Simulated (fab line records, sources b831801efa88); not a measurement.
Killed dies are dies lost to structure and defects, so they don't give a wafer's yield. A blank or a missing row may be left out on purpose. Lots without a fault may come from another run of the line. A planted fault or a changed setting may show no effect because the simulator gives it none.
fab line records | flow sky130
record lots=6 wafers=18 last_day=50
route steps=708 shown DNWELL@35 PWDE@45 PAD_OPEN@708
lots that met no fault: from a run of the same line without faults
start_h: hours from the record's first day to the start of the lot's first wafer shown | wait_h: hours since the lot's step before | " the same as in the row above | L1.1+2: a row that stands for several wafers | - no value, or no start given | * or withheld: withheld | < > ~ a bound
route shown NAME@n: a module of which the file shows steps, and the number in the route of the first | usual: mean/standard deviation of fault-free wafers | same: alike in all rows | chamber/n: place in a boat | sites: the reading at each site | _std_site: their standard deviation | _edge_site: outer sites' mean less inner sites' | radius_mm: how far each site lies from the wafer's centre | mask NAME#n: copy n | behind: the tool/chamber that last shaped the wafer | hold: why the lot was held/for how many hours/how that ended | device: the transistor (n, p or np) that didn't switch | end of line: the same wafers' tests at the end of the route | a step without rows: its recipe alone | killed: dies lost to structure and defects at the first sort, not the wafer's yield | map: a wafer's dies, x killed, . not, _ none there
set.NAME: the setting as run; set.NAME@STEP: as run at that earlier step | model.NAME: the simulator's own value behind a step, which no gauge read
lots at some steps of the route; a table a step, a row a wafer
services: from which hour (start_h, from the record's first day; less than 0 if before it) a tool's chamber was out of use, for how many hours, and why
## steps
# step SKY_DNWELL_DEHYDRATE_00
# recipe temp_c=200 time_s=60
# step SKY_DNWELL_HMDS_01
# recipe prime_time_s=60 prime_temp_c=120
# step SKY_DNWELL_COAT_02
# recipe spin_rpm=2000 resist_thk_nm=3000
# step SKY_DNWELL_SOFTBAKE_03
# recipe temp_c=110 time_s=withheld
# step SKY_DNWELL_EXPOSE_04
# recipe mask_id=DNM na=0.57 target_cd_nm=3000 dose_mj=222
# step SKY_DNWELL_PEB_05
# recipe temp_c=115 time_s=withheld
# step SKY_DNWELL_DEVELOP_06
# recipe wall_angle_deg=90 developer=TMAH develop_time_s=60 dev_temp_c=23
# step SKY_DNWELL_IMPLANT_07
# recipe species=P energy_kev=withheld dose_cm2=withheld tilt_deg=withheld
# step SKY_DNWELL_STRIP_08
# recipe chemistry=O2/N2 power_w=1400 pressure_mtorr=1500 platen_temp_c=withheld o2_flow_sccm=3000 n2_flow_sccm=300 overash_fraction=0.5
# usual drypump_motor_current_A=5.59/0.26 oes_product_au=0.722/0.0047 strip_time_to_endpoint_s=36.91/0.11
# columns lot.wafer tool chamber start_h wait_h drypump_motor_current_A oes_product_au rf_hours_counter_h strip_time_to_endpoint_s
L125.1 plasma_asher-01 1 53.73 0.1 5.43 0.719 37 36.99
L125.5 " 1 " " 5.44 0.729 - 37.01
L125.6 " 0 " " 6.02 0.727 - 36.93
L126.1 plasma_asher-03 0 56.39 0.1 5.63 0.717 36 37.04
L126.3 " 1 " " 5.13 0.723 - 36.98
L126.6 " 0 " " 5.62 0.726 - 37.03
L131.3 plasma_asher-02 0 84.93 0.1 5.74 0.722 - 36.78
L131.5 " 1 " " 5.47 0.726 - 36.75
L131.6 " 0 " " 5.71 0.721 - 36.85
L134.2 plasma_asher-02 1 109.18 0.1 5.48 0.720 32 36.86
L134.5 " 1 " " 5.49 0.730 - 36.97
L134.6 " 0 " " 5.74 0.719 - 36.87
L145.3 plasma_asher-01 0 162.13 0.1 6.02 0.719 - 36.96
L145.4 " 1 " " 5.45 0.724 - 36.92
L145.6 " 1 " " 5.43 0.725 - 36.99
L148.4 plasma_asher-02 0 176.43 0.1 5.72 0.724 - 36.93
L148.5 " 1 " " 5.47 0.727 - 37.01
L148.6 " 0 " " 5.73 0.726 - 36.93
# step SKY_DNWELL_TW_MEAS_09
# usual DNWELL_TW=1114/10
# columns lot.wafer tool chamber start_h wait_h DNWELL_TW
L125.1 film_metro-04 - 53.83 0.1 1123
L125.5 " - " " 1128
L125.6 " - " " 1124
L126.1 film_metro-02 - 56.49 0.1 1112
L126.3 " - " " 1105
L126.6 " - " " 1104
L131.3 film_metro-04 - 85.01 0.1 1110
L131.5 " - " " 1118
L131.6 " - " " 1119
L134.2 film_metro-04 - 109.29 0.1 1112
L134.5 " - " " 1118
L134.6 " - " " 1115
L145.3 film_metro-04 - 162.21 0.1 1132
L145.4 " - " " 1134
L145.6 " - " " 1131
L148.4 film_metro-01 - 176.52 0.1 1120
L148.5 " - " " 1120
L148.6 " - " " 1119
# step SKY_PWDE_DEHYDRATE_00
# recipe temp_c=200 time_s=60
# step SKY_PWDE_HMDS_01
# recipe prime_time_s=60 prime_temp_c=120
# step SKY_PWDE_COAT_02
# recipe spin_rpm=2000 resist_thk_nm=3000
# columns lot.wafer tool chamber start_h wait_h model.coat_of_PWDE_COAT_02.thk_nm
L125.1 litho_track-03 0 61.19 0.1 3001
L125.5 " 0 " " 3002
L125.6 " 0 " " 3004
L126.1 litho_track-02 0 63.73 0.1 3015
L126.3 " 0 " " 3012
L126.6 " 0 " " 3022
L131.3 litho_track-03 0 93.49 0.1 3085
L131.5 " 0 " " 3082
L131.6 " 0 " " 3093
L134.2 litho_track-03 0 117.57 0.1 3092
L134.5 " 0 " " 3095
L134.6 " 0 " " 3085
L145.3 litho_track-02 0 171.98 0.1 2978
L145.4+6 " 0 " " 2991
L148.4 litho_track-04 0 186.64 0.1 2991
L148.5 " 0 " " 2993
L148.6 " 0 " " 2996
# step SKY_PWDE_SOFTBAKE_03
# recipe temp_c=110 time_s=withheld
# step SKY_PWDE_EXPOSE_04
# recipe mask_id=PWDEM na=0.6 source_shape=conventional sigma_outer=0.6 polarization=unpolarized target_cd_nm=840 dose_mj=214
# step SKY_PWDE_PEB_05
# recipe temp_c=115 time_s=withheld
# step SKY_PWDE_DEVELOP_06
# recipe wall_angle_deg=90 developer=TMAH develop_time_s=60 dev_temp_c=23
# columns lot.wafer tool chamber start_h wait_h model.coat_of_PWDE_COAT_02.thk_nm
L125.1 litho_track-04 0 - - 2997
L125.5 " 0 " " 2998
L125.6 " 0 " " 2999
L126.1 litho_track-02 0 - - 3011
L126.3 " 0 " " 3008
L126.6 " 0 " " 3017
L131.3 litho_track-02 0 - - 3080
L131.5 " 0 " " 3078
L131.6 " 0 " " 3089
L134.2 litho_track-02 0 - - 3087
L134.5 " 0 " " 3090
L134.6 " 0 " " 3081
L145.3 litho_track-04 0 - - 2974
L145.4 " 0 " " 2987
L145.6 " 0 " " 2986
L148.4 litho_track-04 0 - - 2987
L148.5 " 0 " " 2988
L148.6 " 0 " " 2991
# step SKY_PWDE_OVL_MEAS_07
# usual PWDE_OVL=0.5/1.5
# columns lot.wafer tool chamber start_h wait_h PWDE_OVL[nm]
L125.1 overlay-02 - 70.12 - 0.5
L125.5 " - " " 1.7
L125.6 " - " " 2.5
L126.1 overlay-01 - 72.48 - 1.6
L126.3 " - " " -0.3
L126.6 " - " " 0.7
L131.3 overlay-02 - 101.64 - 1.1
L131.5 " - " " -0.8
L131.6 " - " " -0.5
L134.2 overlay-01 - 126.79 - -1.2
L134.5 " - " " -2.2
L134.6 " - " " -0.2
L145.3 overlay-02 - 182.53 - 0.1
L145.4 " - " " 1.7
L145.6 " - " " 0.6
L148.4 overlay-01 - 197.18 - 3.2
L148.5 " - " " 2.7
L148.6 " - " " 4.2
# step SKY_PWDE_IMPLANT_08
# recipe species=B energy_kev=147.6 dose_cm2=3.6e+12 tilt_deg=withheld
# step SKY_PWDE_STRIP_09
# recipe chemistry=O2/N2 power_w=1400 pressure_mtorr=1500 platen_temp_c=withheld o2_flow_sccm=3000 n2_flow_sccm=300 overash_fraction=0.5
# usual drypump_motor_current_A=5.7/0.34 oes_product_au=0.722/0.0043 strip_time_to_endpoint_s=36.95/0.1
# columns lot.wafer tool chamber start_h wait_h drypump_motor_current_A oes_product_au rf_hours_counter_h strip_time_to_endpoint_s
L125.1 plasma_asher-01 0 70.30 0.1 6.0 0.723 38 36.92
L125.5 " 1 " " 5.4 0.726 - 36.92
L125.6 " 0 " " 6.0 0.716 - 36.95
L126.1 plasma_asher-03 0 72.67 0.1 5.6 0.720 37 37.09
L126.3 " 0 " " 5.7 0.724 - 37.06
L126.6 " 0 " " 5.6 0.722 - 37.17
L131.3 plasma_asher-04 1 101.85 0.1 5.8 0.722 - 37.87
L131.5 " 1 " " 5.8 0.727 - 37.84
L131.6 " 0 " " 6.2 0.718 - 37.98
L134.2 plasma_asher-04 1 126.97 0.1 5.8 0.719 44 37.96
L134.5 " 0 " " 6.2 0.728 - 37.97
L134.6 " 1 " " 5.8 0.716 - 37.87
L145.3 plasma_asher-01 0 182.74 0.1 6.0 0.728 - 36.66
L145.4 " 1 " " 5.5 0.726 - 36.80
L145.6 " 0 " " 6.0 0.723 - 36.80
L148.4 plasma_asher-01 1 197.39 0.1 5.4 0.727 - 36.80
L148.5 " 1 " " 5.4 0.722 - 36.82
L148.6 " 0 " " 6.0 0.724 - 36.86
# step SKY_PWDE_TW_MEAS_10
# usual PWDE_TW=373/3.5
# columns lot.wafer tool chamber start_h wait_h PWDE_TW
L125.1 film_metro-02 - 70.40 0.1 370
L125.5 " - " " 370
L125.6 " - " " 370
L126.1 film_metro-04 - 72.77 0.1 373
L126.3 " - " " 377
L126.6 " - " " 376
L131.3 film_metro-02 - 101.94 0.1 371
L131.5 " - " " 372
L131.6 " - " " 371
L134.2 film_metro-04 - 127.08 0.1 373
L134.5 " - " " 374
L134.6 " - " " 374
L145.3 film_metro-04 - 182.82 0.1 377
L145.4 " - " " 380
L145.6 " - " " 377
L148.4 film_metro-04 - 197.48 0.1 375
L148.5 " - " " 377
L148.6 " - " " 374
# step SKY_PAD_OPEN_PROBE_99
# usual killed_at_M0_to_M3=42/7.1 killed_at_M4_up=3.0/1.7 killed_at_contacts=25/5 killed_at_front_end=16/4.4 killed_at_other=0.5/1.4 killed_dies=87/9.2 killed_open=47/6.2 killed_short=39/6.6
# same gross_dies=492 killed_at_back_side=0
# columns lot.wafer tool chamber start_h wait_h killed_at_M0_to_M3 killed_at_M4_up killed_at_contacts killed_at_front_end killed_at_other killed_dies killed_open killed_short model.etest.res_p_drift_20v.width_nm
L125.1 prober-01 - 1069.79 0.1 46 3 24 20 1 94 56 38 843.5
L125.5 prober-01 - 1069.99 0.2 52 2 20 11 2 87 47 39 843.8
L125.6 prober-01 - 1070.04 0.2 47 0 20 13 0 80 44 36 839.2
L126.1 prober-02 - 1073.85 0.1 46 4 23 20 0 93 53 40 829.4
L126.3 prober-02 - 1073.95 0.2 42 3 29 16 1 91 45 46 827.2
L126.6 prober-02 - 1074.10 0.2 43 4 28 20 0 95 51 43 829.7
L131.3 prober-02 - 1117.49 0.2 47 2 28 17 1 95 55 39 831.6
L131.5 prober-02 - 1117.59 0.2 44 1 21 22 0 88 49 38 832.8
L131.6 prober-02 - 1117.64 0.2 45 0 22 26 0 93 51 41 827.5
L134.2 prober-02 - 1136.35 0.1 38 4 27 21 1 91 52 38 815.7
L134.5 prober-02 - 1136.50 0.2 52 2 19 15 0 88 35 53 807.9
L134.6 prober-02 - 1136.55 0.2 47 3 27 13 0 90 42 48 821.7
L145.3 prober-02 - 1179.70 0.2 41 2 20 23 0 86 42 43 847.1
L145.4 prober-02 - 1179.75 0.2 35 0 25 16 0 76 45 31 843
L145.6 prober-02 - 1179.85 0.2 37 1 28 14 0 80 43 37 837.1
L148.4 prober-01 - 1194.95 0.2 30 2 31 14 0 77 40 37 841.9
L148.5 prober-01 - 1195.00 0.2 47 4 28 19 0 98 53 45 839.1
L148.6 prober-01 - 1195.05 0.2 41 2 25 17 0 85 47 38 835.3
# killed by level:class
L125.1 VIA1:geometric_particle:open=14 CONTACT:geometric_particle:open=9 LI_CONTACT:geometric_particle:open=7 VIA1:geometric_particle:short=7 VIA2:geometric_particle:open=7 VIA3:geometric_particle:open=6 FIELD_ISO:geometric_particle:short=5 POLY_GATE:geometric_particle:short=5
L125.5 VIA1:geometric_particle:open=13 LI_CONTACT:geometric_particle:open=7 CONTACT:geometric_particle:open=7 VIA3:geometric_particle:open=7 POLY_GATE:geometric_particle:short=6 VIA2:geometric_particle:open=6 METAL2:geometric_particle:short=5 CONTACT:geometric_particle:short=4
L125.6 VIA1:geometric_particle:open=12 CONTACT:geometric_particle:open=10 METAL1:geometric_particle:short=7 VIA3:geometric_particle:open=6 FIELD_ISO:geometric_particle:short=4 LI_CONTACT:geometric_particle:short=4 LI_CONTACT:geometric_particle:open=4 VIA1:geometric_particle:short=4
L126.1 VIA1:geometric_particle:open=13 CONTACT:geometric_particle:open=8 FIELD_ISO:geometric_particle:open=6 LI_CONTACT:geometric_particle:open=6 METAL2:geometric_particle:short=6 VIA2:geometric_particle:open=6 POLY_GATE:geometric_particle:open=5 POLY_GATE:geometric_particle:short=4
L126.3 CONTACT:geometric_particle:open=10 VIA3:geometric_particle:open=9 LI_CONTACT:geometric_particle:open=6 LOCAL_INTERCONNECT:geometric_particle:short=6 VIA2:geometric_particle:open=6 VIA3:geometric_particle:short=6 METAL1:geometric_particle:short=5 FIELD_ISO:geometric_particle:short=4
L126.6 CONTACT:geometric_particle:open=13 VIA2:geometric_particle:open=11 FIELD_ISO:geometric_particle:short=7 VIA3:geometric_particle:short=6 VIA1:geometric_particle:open=6 METAL2:geometric_particle:short=5 LI_CONTACT:geometric_particle:open=5 CONTACT:geometric_particle:short=5
L131.3 VIA2:geometric_particle:open=11 LOCAL_INTERCONNECT:geometric_particle:short=8 CONTACT:geometric_particle:open=8 VIA3:geometric_particle:open=8 METAL2:geometric_particle:short=8 LI_CONTACT:geometric_particle:open=6 VIA3:geometric_particle:short=5 FIELD_ISO:geometric_particle:open=4
L131.5 VIA2:geometric_particle:open=9 CONTACT:geometric_particle:open=8 VIA1:geometric_particle:open=8 FIELD_ISO:geometric_particle:short=6 LI_CONTACT:geometric_particle:open=6 METAL2:geometric_particle:short=6 FIELD_ISO:geometric_particle:open=5 POLY_GATE:geometric_particle:short=4
L131.6 CONTACT:geometric_particle:open=10 VIA1:geometric_particle:open=9 FIELD_ISO:geometric_particle:short=8 FIELD_ISO:geometric_particle:open=8 METAL2:geometric_particle:short=8 VIA3:geometric_particle:open=7 VIA2:geometric_particle:open=6 VIA2:geometric_particle:short=5
L134.2 CONTACT:geometric_particle:open=11 VIA1:geometric_particle:open=9 LI_CONTACT:geometric_particle:open=7 FIELD_ISO:geometric_particle:open=6 METAL2:geometric_particle:short=6 METAL1:geometric_particle:short=6 VIA3:geometric_particle:open=6 POLY_GATE:geometric_particle:short=5
L134.5 VIA1:geometric_particle:open=10 METAL2:geometric_particle:short=8 METAL1:geometric_particle:short=7 VIA2:geometric_particle:open=7 VIA1:geometric_particle:short=6 FIELD_ISO:geometric_particle:open=5 CONTACT:geometric_particle:short=5 LOCAL_INTERCONNECT:geometric_particle:short=5
L134.6 VIA1:geometric_particle:open=9 CONTACT:geometric_particle:short=8 METAL2:geometric_particle:short=8 VIA2:geometric_particle:open=7 CONTACT:geometric_particle:open=6 VIA3:geometric_particle:open=6 FIELD_ISO:geometric_particle:short=5 POLY_GATE:geometric_particle:open=5
L145.3 FIELD_ISO:geometric_particle:short=9 CONTACT:geometric_particle:open=8 VIA2:geometric_particle:open=6 FIELD_ISO:geometric_particle:open=5 VIA2:geometric_particle:short=5 VIA1:geometric_particle:open=5 METAL3:geometric_particle:short=5 LI_CONTACT:geometric_particle:open=4
L145.4 CONTACT:geometric_particle:open=9 VIA2:geometric_particle:open=8 VIA1:geometric_particle:open=8 FIELD_ISO:geometric_particle:open=6 VIA3:geometric_particle:short=5 LI_CONTACT:geometric_particle:open=5 LOCAL_INTERCONNECT:geometric_particle:short=5 LI_CONTACT:geometric_particle:short=4
L145.6 CONTACT:geometric_particle:open=10 LI_CONTACT:geometric_particle:open=7 FIELD_ISO:geometric_particle:open=6 CONTACT:geometric_particle:short=6 VIA3:geometric_particle:open=6 VIA1:geometric_particle:short=5 FIELD_ISO:geometric_particle:short=4 VIA1:geometric_particle:open=4
L148.4 CONTACT:geometric_particle:short=9 CONTACT:geometric_particle:open=8 LI_CONTACT:geometric_particle:open=7 VIA1:geometric_particle:open=7 VIA3:geometric_particle:open=6 LOCAL_INTERCONNECT:geometric_particle:short=5 METAL1:geometric_particle:short=5 FIELD_ISO:geometric_particle:short=4
L148.5 VIA1:geometric_particle:open=16 CONTACT:geometric_particle:short=9 LI_CONTACT:geometric_particle:open=7 CONTACT:geometric_particle:open=7 METAL1:geometric_particle:short=7 VIA3:geometric_particle:open=7 FIELD_ISO:geometric_particle:open=5 VIA1:geometric_particle:short=5
L148.6 CONTACT:geometric_particle:open=11 FIELD_ISO:geometric_particle:open=9 CONTACT:geometric_particle:short=8 VIA2:geometric_particle:open=8 VIA1:geometric_particle:open=7 METAL1:geometric_particle:short=6 VIA3:geometric_particle:open=5 VIA1:geometric_particle:short=4
## services
# columns tool chamber start_h hours kind
plasma_asher-01 - 66.94 3.0 repair
plasma_asher-04 - 71.70 10.0 repair
plasma_asher-01 - 108.75 9.0 pm
plasma_asher-01 0 108.75 9.0 vent_cycle
plasma_asher-01 1 108.75 9.0 vent_cycle
plasma_asher-01 0 117.75 - clean
plasma_asher-01 1 117.75 - clean
## key
first_sign step=SKY_PWDE_STRIP_09 reading=strip_time_to_endpoint_s direction=up sigmas=9.7 usual=* struck=*
effect none on later readings
model_effect step=SKY_PWDE_COAT_02 value=coat_of_PWDE_COAT_02.thk_nm without=3002 struck=3089
model_effect step=SKY_PWDE_DEVELOP_06 value=coat_of_PWDE_COAT_02.thk_nm without=2998 struck=3084
model_effect step=SKY_PAD_OPEN_PROBE_99 value=etest.res_p_drift_20v.width_nm without=831.2 struck=822.9
met_at SKY_PWDE_COAT_02
struck_wafers L131.3,L131.5,L131.6,L134.2,L134.5,L134.6
tester_left_out L131,L134
onset_between 61.19 93.49
also_fits SKY_PWDE_DEVELOP_06:litho_track-02,SKY_PWDE_STRIP_09:plasma_asher-04
fault kind=process_parameter_drift tool=litho_track-03 chamber=- onset_h=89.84 steps=SKY_PWDE_COAT_02 channel=resist_thk_nm offset=86.231 shape=step end_h=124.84 acts_in=these_recipes_only stated=3000
# tester_left_out: of these lots the tester's yield and bins aren't shown, on N5 and GAA mostly nor the transistor test; their killed dies are dies lost to structure and defects alone, not to doping, threshold or leakage, so they don't give the yield
